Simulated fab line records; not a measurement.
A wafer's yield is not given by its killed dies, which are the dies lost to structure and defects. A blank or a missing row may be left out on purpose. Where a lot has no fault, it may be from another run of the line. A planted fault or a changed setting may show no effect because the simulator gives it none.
Struck lot and sound lot, side by side    flow gf180mcu    27 steps out of a route of 602
Sound: the wafers L944.4, L944.5, L944.6. The struck wafers were L947.2, L947.4, L947.5. The cause is given at the end.
Each step with rows lists, per side, the tool, then ch with its chambers, then its first start. Under that, the readings that differ: sound wafers    struck wafers    difference of the means    sigmas: that difference in standard deviations of wafers without a fault.
alike: readings with means less than 2 such deviations apart, plus words and numbers identical on both sides. not compared: withheld readings, readings lacking a value on some wafer, bounds such as >300 that could conceal the same value, and numbers that have no deviation in the record and whose values overlap.
Wherever a step has rows on one side only, a row that says differs or no value, or a row with sigmas, the two part there. When numbers do not overlap yet have no deviation, they are printed without sigmas and do not part them. Lack of a reading on every wafer of one side parts them only where that side has two or more wafers.

first, 1 step without rows for these wafers: GF_V4_SPUTTER_22 (material TiN, target thk 10 nm, time 40 s).
GF_V4_CVD_23: deposits W, target thk 350 nm, time 104.9 s.
  sound on cvd_w-02 ch 0,1, day 24 09:16; struck on cvd_w-01 ch 0,1, day 25 06:20
  alike: chamber_pressure_Torr, heater_power_w
GF_V4_RS_MEAS_24: measures by four-point-probe.
  struck on film_metro-03, day 25 06:28; sound on film_metro-04, day 24 09:23
reading           sound              struck             difference  sigmas
V4_W_RS (ohm/sq)  0.319 0.330 0.323  0.334 0.332 0.329  +0.008      +2
GF_V4_THK_MEAS_25: measures by xrf.
  struck on film_metro-03, day 25 06:34; sound on film_metro-04, day 24 09:29
  alike: V4_W_THK
GF_V4_CMP_26: polishes, stops on SiO2, t overpolish 15 s, target thk 0 nm.
  sound on cmp-01 ch 0,3, day 24 09:31; struck on cmp-02 ch 0,3, day 25 06:40
  alike: edge_zone_pressure_frac, motor_current_A, overpolish_run_s, time_to_endpoint_s
then, 1 step without rows for these wafers: GF_MIM_SPUTTER_00 (material Ti, target thk 37.5 nm, time 150 s).
GF_MIM_SPUTTER_01: material TiN, target thk 30 nm, time 25 s.
  struck on pvd_sputter-04, day 25 07:01; sound on pvd_sputter-04, day 24 09:55
  alike: cathode_dc_power_W, chamber_pressure_pa, throttle_valve_pct
GF_MIM_SPUTTER_02: material AlCu, target thk 450 nm, time 23.9 s.
  struck on pvd_sputter-04, day 25 07:03; sound on pvd_sputter-04, day 24 09:57
  alike: cathode_dc_power_W, chamber_pressure_pa, throttle_valve_pct
then, 3 steps without rows for these wafers: GF_MIM_SPUTTER_03 (material Ti, target thk 10 nm, time 6.7 s); GF_MIM_SPUTTER_04 (material TiN, target thk 50 nm, time 41.7 s); GF_MIM_CVD_05 (deposits Si3N4, target thk 42 nm, time 29.086 s).
GF_MIM_THK_MEAS_06:
  struck on film_metro-02, day 25 07:11; sound on film_metro-03, day 24 10:06
  alike: MIM_CVD_05_THK
GF_MIM_SPUTTER_07: material TiN, target thk 60 nm, time 50 s.
  struck on pvd_sputter-01, day 25 07:14; sound on pvd_sputter-03, day 24 10:08
  no value came back on the struck wafers for cathode_dc_power_W (W), chamber_pressure_pa (Pa), throttle_valve_pct (%); on the sound wafers cathode_dc_power_W (W) reads 6498.9 6500.3 6498.7
then, 1 step without rows for these wafers: GF_MIM_SPUTTER_08 (material AlCu, target thk 200 nm, time 10.6 s).
GF_MIM_SPUTTER_09: material TiN, target thk 35 nm, time 29.2 s.
  struck on pvd_sputter-01, day 25 07:18; sound on pvd_sputter-03, day 24 10:12
reading                   sound                 struck                difference  sigmas
chamber_pressure_pa (Pa)  0.3996 0.3987 0.3982  0.4005 0.4008 0.4003  +0.0017     +2
  alike: cathode_dc_power_W, throttle_valve_pct
GF_MIM_RS_MEAS_10: measures by four-point-probe.
  struck on film_metro-01, day 25 07:42; sound on film_metro-01, day 24 10:17
reading               sound                 struck                difference  sigmas
MIM_ALCU_RS (ohm/sq)  0.1594 0.1602 0.1615  0.1635 0.1630 0.1634  +0.0029     +2
  not compared: hold
GF_MIM_THK_MEAS_11: measures by xrf.
  struck on film_metro-01, day 25 13:33; sound on film_metro-01, day 24 10:23
reading  sound  struck                                                                      difference                    sigmas
hold     - - -  await_dispo/5.7h/release await_dispo/5.7h/release await_dispo/5.7h/release  no value on the sound wafers  
  alike: MIM_ALCU_THK
then, 7 steps without rows for these wafers: GF_MIM_DEHYDRATE_12 (time 60 s); GF_MIM_HMDS_13 (prime time 60 s); GF_MIM_COAT_14 (resist thk 1000 nm); GF_MIM_SOFTBAKE_15 (time 60 s); GF_MIM_EXPOSE_16 (exposes mask FuseTop, target cd 2000 nm); GF_MIM_PEB_17; GF_MIM_DEVELOP_18 (develop time 60 s).
GF_MIM_METAL_ETCH_19: etches the open film in Cl2/BCl3, stops on Si3N4, target depth 324.5 nm, time 54.1 s.
  sound on rie_metal-03 ch 0, day 25 08:08; struck on rie_metal-01 ch 0,1, day 26 03:58
reading                 sound                 struck                difference  sigmas
oes_product_au (a.u.)   0.944 0.941 0.938     0.987 0.989 0.989     +0.047      +9
throttle_valve_pct (%)  28.277 28.285 28.282  28.241 28.226 28.222  -0.052      -6
  alike: drypump_motor_current_A
  not compared: rf_hours_counter_h
then, 1 step without rows for these wafers: GF_MIM_STRIP_20 (strips in O2/N2).
GF_PASSIVATION_PROBE_99:
  rows exist in the record for the sound wafers here (prober-01, day 28 23:41), none for the struck ones

== WHERE THEY PART ==
Earliest at GF_V4_RS_MEAS_24; latest, in this record, at GF_PASSIVATION_PROBE_99.

WHY: whatever the simulator had introduced
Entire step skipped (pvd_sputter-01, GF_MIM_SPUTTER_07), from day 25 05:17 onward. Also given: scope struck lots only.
